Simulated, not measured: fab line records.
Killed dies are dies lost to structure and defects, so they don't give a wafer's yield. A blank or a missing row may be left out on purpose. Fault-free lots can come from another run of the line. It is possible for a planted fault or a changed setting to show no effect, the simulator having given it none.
fab line records	flow sky130	part 1 of 2: steps 1 to 27 of 37
[record] lots = 5	wafers = 15	last-day = 48
route steps=708 shown METAL2@491 VIA2@507
lots that met no fault: taken from a fault-free run of the same line
start-h: the number of hours between the record's first day and the start of the first shown wafer of the lot	wait-h: hours elapsed since this lot's preceding step	" the same as in the row above	L1.1+2: one row covering several wafers at once	- no value, or no start given	* or withheld: withheld	< > ~ a bound
route shown NAME@n: a module of which the file shows steps, and the number in the route of the first	usual: mean/standard deviation taken from wafers without a fault	same: alike in all rows	chamber/n: place in a boat	sites: readings site by site	_std_site: the standard deviation of these	_edge_site: mean of outer sites minus mean of inner sites	radius-mm: for every site, how far away it sits from the centre of the wafer	mask NAME#n: copy n	behind: the tool/chamber that last shaped the wafer	hold: why the lot went on hold/how many hours it stayed there/how the hold came to an end	device: whichever transistor did not switch (one of n, p or np)	end of line: the same wafers' tests at the end of the route	a step given without rows: its recipe and nothing more	killed: the dies lost at the first sort to structure and to defects; this is not the yield of the wafer	map: dies across one wafer; x = killed, . = not, _ = none there
set.NAME: the setting that was run; set.NAME@STEP: the one run at that earlier step	model.NAME: the simulator's own value behind a step, which no gauge read
a table for each step, a row for each wafer; lots at some steps of the route
services: when a tool's chamber went out of use (start-h, in hours from the record's first day, below 0 if earlier), for how many hours, and the reason
[[steps]]
[step SKY_METAL2_HMDS_08]
[recipe] prime-time-s = 60	prime-temp-c = 120
[usual] chill-plate-temp-C = 23.01/0.13
lot.wafer	tool	chamber	start-h	wait-h	chill-plate-temp-C
L079.2	litho-track-04	0	846.39	0.1	23.04
L079.3	"	0	"	"	22.92
L079.4	"	0	"	"	23.01
L083.1	litho-track-03	0	875.26	0.1	23.11
L083.3	"	0	"	"	23.27
L083.4	"	0	"	"	23.43
L084.3	litho-track-02	0	881.43	0.1	23.02
L084.4	"	0	"	"	22.97
L084.5	"	0	"	"	23.03
L085.1	litho-track-02	0	890.13	0.1	22.98
L085.4	"	0	"	"	22.97
L085.6	"	0	"	"	22.99
L088.2	litho-track-02	0	909.06	0.1	23.11
L088.4	"	0	"	"	23.15
L088.6	"	0	"	"	23.16
[step SKY_METAL2_COAT_09]
[recipe] resist = BARC	temp-c = withheld	time-s = withheld	spin-rpm = 3000	resist-thk-nm = 60
[usual] chill-plate-temp-C = *
lot.wafer	tool	chamber	start-h	wait-h	chill-plate-temp-C
L079.2	litho-track-04	0	846.54	0.1	*
L079.3	"	0	"	"	*
L079.4	"	0	"	"	*
L083.1	litho-track-03	0	875.41	0.1	*
L083.3	"	0	"	"	*
L083.4	"	0	"	"	*
L084.3	litho-track-02	0	881.58	0.1	*
L084.4	"	0	"	"	*
L084.5	"	0	"	"	*
L085.1	litho-track-02	0	890.28	0.1	*
L085.4	"	0	"	"	*
L085.6	"	0	"	"	*
L088.2	litho-track-02	0	909.21	0.1	*
L088.4	"	0	"	"	*
L088.6	"	0	"	"	*
[step SKY_METAL2_COAT_10]
[recipe] resist = KrF-thick	spin-rpm = 3000	resist-thk-nm = 450
[usual] chill-plate-temp-C = 23.00/0.1
lot.wafer	tool	chamber	start-h	wait-h	chill-plate-temp-C
L079.2	litho-track-04	0	-	-	22.92
L079.3	"	0	"	"	22.76
L079.4	"	0	"	"	22.88
L083.1	litho-track-03	0	-	-	22.95
L083.3	"	0	"	"	22.92
L083.4	"	0	"	"	22.92
L084.3	litho-track-02	0	-	-	23.13
L084.4	"	0	"	"	23.34
L084.5	"	0	"	"	23.27
L085.1	litho-track-02	0	-	-	23.03
L085.4	"	0	"	"	22.98
L085.6	"	0	"	"	23.05
L088.2	litho-track-02	0	-	-	22.97
L088.4	"	0	"	"	22.90
L088.6	"	0	"	"	22.99
[step SKY_METAL2_SOFTBAKE_11]
[recipe] temp-c = 100	time-s = 90	resist = KrF-thick
[usual] chill-plate-temp-C = 22.98/0.1
lot.wafer	tool	chamber	start-h	wait-h	chill-plate-temp-C
L079.2	litho-track-04	0	-	-	22.86
L079.3	"	0	"	"	22.77
L079.4	"	0	"	"	22.97
L083.1	litho-track-03	0	-	-	22.99
L083.3	"	0	"	"	22.93
L083.4	"	0	"	"	22.99
L084.3	litho-track-02	0	-	-	22.97
L084.4	"	0	"	"	23.09
L084.5	"	0	"	"	23.03
L085.1	litho-track-02	0	-	-	22.90
L085.4	"	0	"	"	22.87
L085.6	"	0	"	"	22.94
L088.2	litho-track-02	0	-	-	23.11
L088.4	"	0	"	"	23.00
L088.6	"	0	"	"	23.09
[step SKY_METAL2_EXPOSE_12]
[recipe] mask-id = MM2	na = 0.8	source-shape = annular	sigma-inner = 0.55	sigma-outer = 0.85	target-cd-nm = 140	dose-mj = 28
[same] sigma-outer = 0.85
lot.wafer	tool	chamber	start-h	wait-h	mask
L079.2+3+4	krf-scanner-02	0	-	-	MM2#0
L083.1+3+4	krf-scanner-02	0	-	-	MM2#0
L084.3+4+5	krf-scanner-01	0	-	-	MM2#0
L085.1+4+6	krf-scanner-02	0	-	-	MM2#0
L088.2+4+6	krf-scanner-02	0	-	-	MM2#0
[step SKY_METAL2_PEB_13]
[recipe] peb-temp-c = withheld	peb-time-s = withheld	resist = KrF-thick
[usual] chill-plate-temp-C = *
lot.wafer	tool	chamber	start-h	wait-h	chill-plate-temp-C
L079.2	litho-track-03	0	-	-	*
L079.3	"	0	"	"	*
L079.4	"	0	"	"	*
L083.1	litho-track-03	0	-	-	*
L083.3	"	0	"	"	*
L083.4	"	0	"	"	*
L084.3	litho-track-04	0	-	-	*
L084.4	"	0	"	"	*
L084.5	"	0	"	"	*
L085.1	litho-track-02	0	-	-	*
L085.4	"	0	"	"	*
L085.6	"	0	"	"	*
L088.2	litho-track-02	0	-	-	*
L088.4	"	0	"	"	*
L088.6	"	0	"	"	*
[step SKY_METAL2_DEVELOP_14]
[recipe] develop-time-s = 60	resist = KrF-thick	dev-temp-c = 21
[usual] chill-plate-temp-C = 23.00/0.11
lot.wafer	tool	chamber	start-h	wait-h	chill-plate-temp-C
L079.2	litho-track-03	0	-	-	23.08
L079.3	"	0	"	"	23.10
L079.4	"	0	"	"	23.03
L083.1	litho-track-03	0	-	-	22.99
L083.3	"	0	"	"	22.96
L083.4	"	0	"	"	22.96
L084.3	litho-track-04	0	-	-	22.90
L084.4	"	0	"	"	23.02
L084.5	"	0	"	"	22.90
L085.1	litho-track-02	0	-	-	22.89
L085.4	"	0	"	"	22.82
L085.6	"	0	"	"	22.91
L088.2	litho-track-02	0	-	-	23.16
L088.4	"	0	"	"	23.21
L088.6	"	0	"	"	23.00
[step SKY_METAL2_CD_MEAS_15]
[recipe] target-cd-nm = 140
[usual] cd-nm = 140.2/1.7
lot.wafer	tool	chamber	start-h	wait-h	cd-nm
L079.2	cd-sem-01	-	860.03	-	144.0
L079.3	"	-	"	"	142.7
L079.4	"	-	"	"	144.8
L083.1	cd-sem-01	-	888.86	-	140.6
L083.3	"	-	"	"	140.9
L083.4	"	-	"	"	141.9
L084.3	cd-sem-01	-	894.46	-	142.0
L084.4	"	-	"	"	142.5
L084.5	"	-	"	"	141.4
L085.1	cd-sem-01	-	902.93	-	140.0
L085.4	"	-	"	"	139.5
L085.6	"	-	"	"	138.2
L088.2	cd-sem-01	-	921.75	-	138.3
L088.4	"	-	"	"	141.0
L088.6	"	-	"	"	138.8
[step SKY_METAL2_OVL_MEAS_16]
[usual] METAL2_OVL = 1/5.4
lot.wafer	tool	chamber	start-h	wait-h	METAL2_OVL[nm]
L079.2	overlay-01	-	860.14	0.1	3
L079.3	"	-	"	"	6
L079.4	"	-	"	"	2
L083.1	overlay-02	-	888.98	0.1	5
L083.3	"	-	"	"	3
L083.4	"	-	"	"	7
L084.3	overlay-01	-	894.55	0.1	-8
L084.4	"	-	"	"	-4
L084.5	"	-	"	"	-11
L085.1	overlay-01	-	903.05	0.1	7
L085.4	"	-	"	"	5
L085.6	"	-	"	"	4
L088.2	overlay-02	-	921.86	0.1	6
L088.4	"	-	"	"	3
L088.6	"	-	"	"	8
[step SKY_METAL2_DESCUM_17]
[recipe] chemistry = O2	source-power-w = 150	bias-power-w = 0	pressure-mtorr = 10	temp-c = 40	time-s = 8
[usual] drypump-motor-current-A = 5.9/0.49	oes-product-au = 1.000/0.012
lot.wafer	tool	chamber	start-h	wait-h	drypump-motor-current-A	oes-product-au	rf-hours-counter-h
L079.2	rie-metal-03	1	860.17	0.0	6.1	1.007	6
L079.3	"	0	"	"	5.4	0.991	-
L079.4	"	1	"	"	6.1	1.005	-
L083.1	rie-metal-03	1	889.02	0.0	6.1	1.005	7
L083.3	"	0	"	"	5.4	0.991	-
L083.4	"	1	"	"	6.1	1.019	-
L084.3	rie-metal-01	1	894.60	0.0	5.4	0.989	-
L084.4	"	1	"	"	5.4	0.980	-
L084.5	"	1	"	"	5.3	0.977	-
L085.1	rie-metal-03	1	903.09	0.0	6.1	1.002	8
L085.4	"	1	"	"	6.1	1.005	-
L085.6	"	1	"	"	6.1	0.995	-
L088.2	rie-metal-03	0	921.89	0.0	5.5	0.982	0
L088.4	"	1	"	"	6.1	1.002	-
L088.6	"	0	"	"	5.4	0.997	-
[step SKY_METAL2_ETCH_18]
[recipe] chemistry = N2/H2	target = BARC	ion-energy-ev = 200	bias-w = 100	pressure-mtorr = 30	n2-flow-sccm = 100	h2-flow-sccm = 200	icp-w = 500	stop-on = SiO2	time-s = 45.9	target-depth-a = 600
[usual] drypump-motor-current-A = 5.9/0.49	oes-product-au = 0.854/0.0046	throttle-valve-pct = 13.224/0.0093
lot.wafer	tool	chamber	start-h	wait-h	drypump-motor-current-A	oes-product-au	rf-hours-counter-h	throttle-valve-pct
L079.2	rie-metal-03	1	860.20	0.0	6.1	0.859	6	13.228
L079.3	"	0	"	"	5.5	0.849	-	13.226
L079.4	"	1	"	"	6.1	0.851	-	13.230
L083.1	rie-metal-03	1	889.05	0.0	6.1	0.858	7	13.231
L083.3	"	0	"	"	5.4	0.858	-	13.219
L083.4	"	1	"	"	6.1	0.850	-	13.221
L084.3	rie-metal-01	1	894.68	0.1	5.3	0.849	-	13.219
L084.4	"	1	"	"	5.3	0.856	-	13.227
L084.5	"	1	"	"	5.3	0.843	-	13.215
L085.1	rie-metal-03	1	903.15	0.1	6.1	0.856	8	13.235
L085.4	"	1	"	"	6.1	0.850	-	13.210
L085.6	"	1	"	"	6.1	0.861	-	13.230
L088.2	rie-metal-03	0	921.92	0.0	5.5	0.852	0	13.222
L088.4	"	1	"	"	6.1	0.855	-	13.227
L088.6	"	0	"	"	5.5	0.862	-	13.214
[step SKY_METAL2_METAL_ETCH_19]
[recipe] target-depth-a = 3600	stop-on = SiO2	over-etch-frac = 0.3	time-s = 78	chemistry = Cl2/BCl3	resist-sidewall-deg = 88	pressure-mtorr = 10	icp-w = 900	bias-w = 48.5	Cl2_flow_sccm = 60	bcl3-flow-sccm = 30
[usual] drypump-motor-current-A = 5.9/0.49	oes-product-au = 0.855/0.0058	throttle-valve-pct = 22.264/0.01
lot.wafer	tool	chamber	start-h	wait-h	drypump-motor-current-A	oes-product-au	rf-hours-counter-h	throttle-valve-pct
L079.2	rie-metal-03	1	860.26	0.0	6.1	0.858	6	22.256
L079.3	"	0	"	"	5.5	0.860	-	22.259
L079.4	"	1	"	"	6.1	0.857	-	22.253
L083.1	rie-metal-03	1	889.11	0.0	6.1	0.856	7	22.270
L083.3	"	0	"	"	5.4	0.849	-	22.266
L083.4	"	1	"	"	6.1	0.853	-	22.271
L084.3	rie-metal-01	1	894.82	0.1	5.3	0.859	-	22.274
L084.4	"	1	"	"	5.3	0.858	-	22.259
L084.5	"	1	"	"	5.3	0.850	-	22.259
L085.1	rie-metal-03	1	903.28	0.1	6.1	0.845	8	22.266
L085.4	"	1	"	"	6.1	0.855	-	22.250
L085.6	"	1	"	"	6.1	0.846	-	22.275
L088.2	rie-metal-03	0	921.98	0.0	5.4	0.846	0	22.250
L088.4	"	1	"	"	6.1	0.852	-	22.266
L088.6	"	0	"	"	5.4	0.849	-	22.269
[step SKY_METAL2_STRIP_20]
[recipe] chemistry = O2/N2	power-w = 1400	pressure-mtorr = 1500	platen-temp-c = withheld	o2-flow-sccm = 3000	n2-flow-sccm = 300	overash-fraction = 0.5
[usual] drypump-motor-current-A = 5.5/0.49	oes-product-au = 0.343/0.0052	strip-time-to-endpoint-s = 2.69/0.054
lot.wafer	tool	chamber	start-h	wait-h	drypump-motor-current-A	oes-product-au	rf-hours-counter-h	strip-time-to-endpoint-s
L079.2	plasma-asher-03	1	860.35	0.1	5.1	0.340	104	2.72
L079.3	"	1	"	"	5.0	0.342	-	2.74
L079.4	"	0	"	"	5.0	0.342	-	2.70
L083.1	plasma-asher-02	1	889.20	0.1	5.2	0.336	75	2.67
L083.3	"	1	"	"	5.2	0.343	-	2.73
L083.4	"	0	"	"	6.3	0.349	-	2.67
L084.3	plasma-asher-04	0	894.98	0.1	6.0	0.353	-	2.75
L084.4	"	1	"	"	5.5	0.345	-	2.77
L084.5	"	0	"	"	6.0	0.357	-	2.73
L085.1	plasma-asher-03	0	903.46	0.1	5.1	0.342	108	2.70
L085.4	"	1	"	"	5.1	0.342	-	2.68
L085.6	"	0	"	"	5.1	0.347	-	2.71
L088.2	plasma-asher-02	1	922.07	0.1	5.2	0.343	79	2.73
L088.4	"	0	"	"	6.3	0.343	-	2.71
L088.6	"	1	"	"	5.2	0.340	-	2.73
[step SKY_METAL2_STRIP_21]
[recipe] chemistry = post-etch-residue-remover	time-s = 1200	temp-c = 72.5
lot.wafer	tool	chamber	start-h	wait-h
L079.2+3+4	wet-bench-03	2	860.45	0.1
L083.1+3+4	wet-bench-04	3	889.30	0.1
L084.3+4+5	wet-bench-03	1	895.04	0.0
L085.1+4+6	wet-bench-04	0	903.56	0.1
L088.2+4+6	wet-bench-01	2	922.17	0.1
[step SKY_METAL2_CLEAN_22]
[recipe] chemistry = IPA	time-s = 180	temp-c = 25
lot.wafer	tool	chamber	start-h	wait-h
L079.2+3+4	wet-bench-01	3	860.83	0.0
L083.1+3+4	wet-bench-03	0	889.64	0.0
L084.3+4+5	wet-bench-01	0	895.39	0.0
L085.1+4+6	wet-bench-04	3	903.90	0.0
L088.2+4+6	wet-bench-03	2	922.58	0.0
[step SKY_METAL2_CLEAN_23]
[recipe] chemistry = O3/DIW	dry = n2-spin
lot.wafer	tool	chamber	start-h	wait-h
L079.2+3+4	wet-bench-04	3	860.88	0.0
L083.1+3+4	wet-bench-04	1	889.70	0.0
L084.3+4+5	wet-bench-01	1	895.45	0.0
L085.1+4+6	wet-bench-04	2	903.96	0.0
L088.2+4+6	wet-bench-04	2	922.64	0.0
[step SKY_VIA2_HDPCVD_00]
[recipe] material = SiO2	target-thk-nm = 1180	sigma-open-frac = 0.3	time-s = 196.7	temp-c = 400	sih4-flow-sccm = 60	pressure-mtorr = 6
[usual] pressure-mtorr = 6.000/0.012
lot.wafer	tool	chamber	start-h	wait-h	pressure-mtorr
L079.2	hdpcvd-01	1	860.98	0.0	5.996
L079.3	"	0	"	"	5.995
L079.4	"	2	"	"	5.994
L083.1	hdpcvd-01	1	889.79	0.0	5.991
L083.3	"	2	"	"	6.020
L083.4	"	1	"	"	6.012
L084.3	hdpcvd-01	2	895.55	0.0	5.994
L084.4	"	2	"	"	6.011
L084.5	"	1	"	"	6.003
L085.1	hdpcvd-01	1	904.05	0.0	6.006
L085.4	"	1	"	"	6.003
L085.6	"	2	"	"	5.978
L088.2	hdpcvd-02	2	922.74	0.0	6.012
L088.4	"	2	"	"	6.006
L088.6	"	1	"	"	6.005
[step SKY_VIA2_THK_MEAS_01]
[recipe] reads = SiO2_of_VIA2_HDPCVD_00
[usual] VIA2_HDPCVD_THK = 1183/13
lot.wafer	tool	chamber	start-h	wait-h	VIA2_HDPCVD_THK[nm]
L079.2	film-metro-04	-	861.12	0.1	1170
L079.3	"	-	"	"	1174
L079.4	"	-	"	"	1194
L083.1	film-metro-03	-	889.92	0.1	1177
L083.3	"	-	"	"	1190
L083.4	"	-	"	"	1162
L084.3	film-metro-04	-	895.70	0.1	1188
L084.4	"	-	"	"	1188
L084.5	"	-	"	"	1163
L085.1	film-metro-01	-	904.17	0.1	1188
L085.4	"	-	"	"	1181
L085.6	"	-	"	"	1211
L088.2	film-metro-01	-	922.87	0.1	1160
L088.4	"	-	"	"	1162
L088.6	"	-	"	"	1158
[step SKY_VIA2_CMP_02]
[recipe] material = SiO2	down-force-psi = 4	platen-rpm = 60	pad-velocity-m-s = 0.94248
[usual] motor-current-A = 10.7/0.9
lot.wafer	tool	chamber	start-h	wait-h	motor-current-A
L079.4	cmp-02	0	861.27	0.1	10.0
L079.2	"	1	"	"	11.8
L079.3	"	2	"	"	9.6
L083.1	cmp-02	0	890.20	0.3	10.3
L083.4	"	1	"	"	12.4
L083.3	"	2	"	"	9.8
L084.3	cmp-02	3	895.81	0.1	10.9
L084.4	"	2	"	"	10.1
L084.5	"	0	"	"	11.0
L085.1	cmp-01	2	904.28	0.1	11.4
L085.4	"	3	"	"	10.6
L085.6	"	2	"	"	11.5
L088.2	cmp-02	2	922.92	0.0	9.3
L088.4	"	3	"	"	10.7
L088.6	"	3	"	"	10.6
[step SKY_VIA2_BOW_MEAS_03]
[recipe] mode = bow
[usual] VIA2_BOW = 88/7.3
lot.wafer	tool	chamber	start-h	wait-h	VIA2_BOW[um]
L079.2	film-metro-03	-	861.54	0.2	86
L079.3	"	-	"	"	93
L079.4	"	-	"	"	88
L083.1	film-metro-03	-	890.50	0.2	72
L083.3	"	-	"	"	69
L083.4	"	-	"	"	82
L084.3	film-metro-03	-	896.15	0.3	84
L084.4	"	-	"	"	85
L084.5	"	-	"	"	96
L085.1	film-metro-04	-	904.53	0.2	84
L085.4	"	-	"	"	81
L085.6	"	-	"	"	83
L088.2	film-metro-04	-	923.24	0.3	83
L088.4	"	-	"	"	98
L088.6	"	-	"	"	91
[step SKY_VIA2_DEHYDRATE_04]
[recipe] temp-c = 200	time-s = 60
[usual] chill-plate-temp-C = 23.01/0.11
lot.wafer	tool	chamber	start-h	wait-h	chill-plate-temp-C
L079.2	litho-track-01	0	873.85	12.3	22.87
L079.3	"	0	"	"	23.06
L079.4	"	0	"	"	23.18
L083.1	litho-track-03	0	902.21	11.7	22.90
L083.3	"	0	"	"	23.07
L083.4	"	0	"	"	23.00
L084.3	litho-track-01	0	907.97	11.8	22.83
L084.4	"	0	"	"	22.85
L084.5	"	0	"	"	22.97
L085.1	litho-track-01	0	915.97	11.4	23.01
L085.4	"	0	"	"	23.07
L085.6	"	0	"	"	23.02
L088.2	litho-track-02	0	935.11	11.8	23.39
L088.4	"	0	"	"	22.92
L088.6	"	0	"	"	23.05
[step SKY_VIA2_HMDS_05]
[recipe] prime-time-s = 60	prime-temp-c = 120
[usual] chill-plate-temp-C = 22.98/0.1
lot.wafer	tool	chamber	start-h	wait-h	chill-plate-temp-C
L079.2	litho-track-01	0	874.00	0.1	23.10
L079.3	"	0	"	"	22.86
L079.4	"	0	"	"	22.96
L083.1	litho-track-03	0	902.36	0.1	22.95
L083.3	"	0	"	"	22.93
L083.4	"	0	"	"	23.09
L084.3	litho-track-01	0	908.12	0.1	22.95
L084.4	"	0	"	"	22.88
L084.5	"	0	"	"	23.16
L085.1	litho-track-01	0	916.12	0.1	23.05
L085.4	"	0	"	"	22.88
L085.6	"	0	"	"	22.92
L088.2	litho-track-02	0	935.26	0.1	23.00
L088.4	"	0	"	"	22.85
L088.6	"	0	"	"	22.87
[step SKY_VIA2_COAT_06]
[recipe] resist = BARC	temp-c = withheld	time-s = withheld	spin-rpm = 3000	resist-thk-nm = 60
[usual] chill-plate-temp-C = *
lot.wafer	tool	chamber	start-h	wait-h	chill-plate-temp-C
L079.2	litho-track-01	0	874.15	0.1	*
L079.3	"	0	"	"	*
L079.4	"	0	"	"	*
L083.1	litho-track-03	0	902.51	0.1	*
L083.3	"	0	"	"	*
L083.4	"	0	"	"	*
L084.3	litho-track-01	0	908.27	0.1	*
L084.4	"	0	"	"	*
L084.5	"	0	"	"	*
L085.1	litho-track-01	0	916.27	0.1	*
L085.4	"	0	"	"	*
L085.6	"	0	"	"	*
L088.2	litho-track-02	0	935.41	0.1	*
L088.4	"	0	"	"	*
L088.6	"	0	"	"	*
[step SKY_VIA2_COAT_07]
[recipe] resist = KrF-thick	spin-rpm = 3000	resist-thk-nm = 450
[usual] chill-plate-temp-C = 23.00/0.11
lot.wafer	tool	chamber	start-h	wait-h	chill-plate-temp-C
L079.2	litho-track-01	0	-	-	22.99
L079.3	"	0	"	"	23.05
L079.4	"	0	"	"	22.98
L083.1	litho-track-03	0	-	-	23.13
L083.3	"	0	"	"	22.95
L083.4	"	0	"	"	23.22
L084.3	litho-track-01	0	-	-	23.14
L084.4	"	0	"	"	22.88
L084.5	"	0	"	"	22.91
L085.1	litho-track-01	0	-	-	23.02
L085.4	"	0	"	"	22.95
L085.6	"	0	"	"	22.99
L088.2	litho-track-02	0	-	-	22.82
L088.4	"	0	"	"	23.07
L088.6	"	0	"	"	22.97
[step SKY_VIA2_SOFTBAKE_08]
[recipe] temp-c = 100	time-s = 90	resist = KrF-thick
[usual] chill-plate-temp-C = 23.00/0.1
lot.wafer	tool	chamber	start-h	wait-h	chill-plate-temp-C
L079.2	litho-track-01	0	-	-	23.20
L079.3	"	0	"	"	22.95
L079.4	"	0	"	"	23.12
L083.1	litho-track-03	0	-	-	22.98
L083.3	"	0	"	"	22.97
L083.4	"	0	"	"	22.94
L084.3	litho-track-01	0	-	-	23.05
L084.4	"	0	"	"	23.07
L084.5	"	0	"	"	23.09
L085.1	litho-track-01	0	-	-	23.15
L085.4	"	0	"	"	22.80
L085.6	"	0	"	"	22.84
L088.2	litho-track-02	0	-	-	23.01
L088.4	"	0	"	"	23.12
L088.6	"	0	"	"	23.12
[step SKY_VIA2_EXPOSE_09]
[recipe] mask-id = VIM2	na = 0.8	source-shape = annular	sigma-inner = 0.55	sigma-outer = 0.85	target-cd-nm = 200	dose-mj = 38
[same] sigma-outer = 0.85
lot.wafer	tool	chamber	start-h	wait-h	mask
L079.2+3+4	krf-scanner-01	0	-	-	VIM2#0
L083.1+3+4	krf-scanner-01	0	-	-	VIM2#0
L084.3+4+5	krf-scanner-02	0	-	-	VIM2#0
L085.1+4+6	krf-scanner-02	0	-	-	VIM2#0
L088.2+4+6	krf-scanner-01	0	-	-	VIM2#0
[step SKY_VIA2_PEB_10]
[recipe] peb-temp-c = withheld	peb-time-s = withheld	resist = KrF-thick
[usual] chill-plate-temp-C = *
lot.wafer	tool	chamber	start-h	wait-h	chill-plate-temp-C
L079.2	litho-track-01	0	-	-	*
L079.3	"	0	"	"	*
L079.4	"	0	"	"	*
L083.1	litho-track-02	0	-	-	*
L083.3	"	0	"	"	*
L083.4	"	0	"	"	*
L084.3	litho-track-02	0	-	-	*
L084.4	"	0	"	"	*
L084.5	"	0	"	"	*
L085.1	litho-track-03	0	-	-	*
L085.4	"	0	"	"	*
L085.6	"	0	"	"	*
L088.2	litho-track-01	0	-	-	*
L088.4	"	0	"	"	*
L088.6	"	0	"	"	*
